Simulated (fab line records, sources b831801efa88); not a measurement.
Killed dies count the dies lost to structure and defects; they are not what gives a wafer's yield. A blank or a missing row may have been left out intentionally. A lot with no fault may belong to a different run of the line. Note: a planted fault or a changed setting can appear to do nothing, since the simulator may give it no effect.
Problem report, 8D (eight disciplines) form, completed by code ; flow sky130 ; the parts of the form that need people (team, actions taken, sign-off) are left out

== 1. PROBLEM STATEMENT ==
Wafers free of any fault read -0.2 nm (standard deviation 1.4) for GATE_OXIDE_OVL at SKY_GATE_OXIDE_OVL_MEAS_10, against a mean of -162.5 nm on 12 wafers of 4 lots. That is -99 or more standard deviations from the usual mean.
Earliest sighting: wafer L694.1 on overlay-02 at day 14 16:21. At this step, 36 wafers from 12 lots have a number in the record. By rule, "out" or "out of limits" means more than 4 standard deviations away from the usual mean. All remaining wafers that have a number are taken as sound.

== 2. WHAT IT IS, WHAT IT ISN'T ==
question;is;is not
which readings at this step;GATE_OXIDE_OVL;-
which lots;L694, L696, L697, L701;L692, L693, L698, L702, L705, L706, L708, L712
which wafers of those lots;all that have a number;-
read on which gauges;overlay-01, overlay-02;-
when;from day 14 16:21;"up to then (6 sound wafers); but 18 sound wafers of L698, L702, L705, L706, L708, L712 came after"

== 3. THE SUSPECTS, EACH WITH WHAT RULES IT OUT ==
Counting: a tool at any process step up to the reading remains a suspect when it ran all the lots that are out and ran no sound lot after the first of those.
- the gauge at SKY_GATE_OXIDE_OVL_MEAS_10 is ruled out. 2 gauges (overlay-01, overlay-02) read the wafers that are out.
- iline stepper-02 at SKY_GATE_OXIDE_EXPOSE_07 (exposes mask LVOM, target cd 600 nm): kept. It ran every lot that is out, first L694 (day 14 04:06), and no sound lot after that; its last sound lot up to then is L693 (day 13 15:56).
The count leaves iline stepper-02 at SKY_GATE_OXIDE_EXPOSE_07.

== 4. THE CAUSE (what the simulator had put in) ==
Scanner matching overlay: iline stepper-02, from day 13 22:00 on, at SKY_GATE_OXIDE_EXPOSE_07. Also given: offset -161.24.
After counting, this tool was the only one left.

== 5. SEQUENCE OF EFFECTS, ordered by route ==
Each row: a reading whose mean over the struck wafers that have a number lies more than 3 standard deviations from the usual. Only readings for which the record gives a usual standard deviation are gone through. hours: the time from each lot's start at the first step in this table that gives one to its start at this step, as a median over the lots. sigmas: the change in usual standard deviations.
hours;step;reading;usual;on struck wafers;change;sigmas
0;SKY_GATE_OXIDE_OVL_MEAS_10;GATE_OXIDE_OVL;-0.2 nm;-162.5;-162.3;-99 or more
Later steps that measure or inspect, where all struck wafers having a row at the step show a number for every such reading and not one has moved that far: SKY_POLY_GATE_THK_MEAS_01.

== 6. WHAT WOULD HAVE CAUGHT IT SOONER ==
In this record the first reading out of limits at a measuring or inspecting step was taken at day 14 16:21, 18 hours after the fault began at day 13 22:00.
No tool reading at SKY_GATE_OXIDE_EXPOSE_07 that has a usual standard deviation in the record was out on any struck wafer, so an alarm limit of 4 standard deviations on those readings would not have fired.
Among the 4 lots that are out, L696, L697, L701 began SKY_GATE_OXIDE_EXPOSE_07 on iline stepper-02 after day 14 16:21. A hold on the tool at that time would have spared those 3.
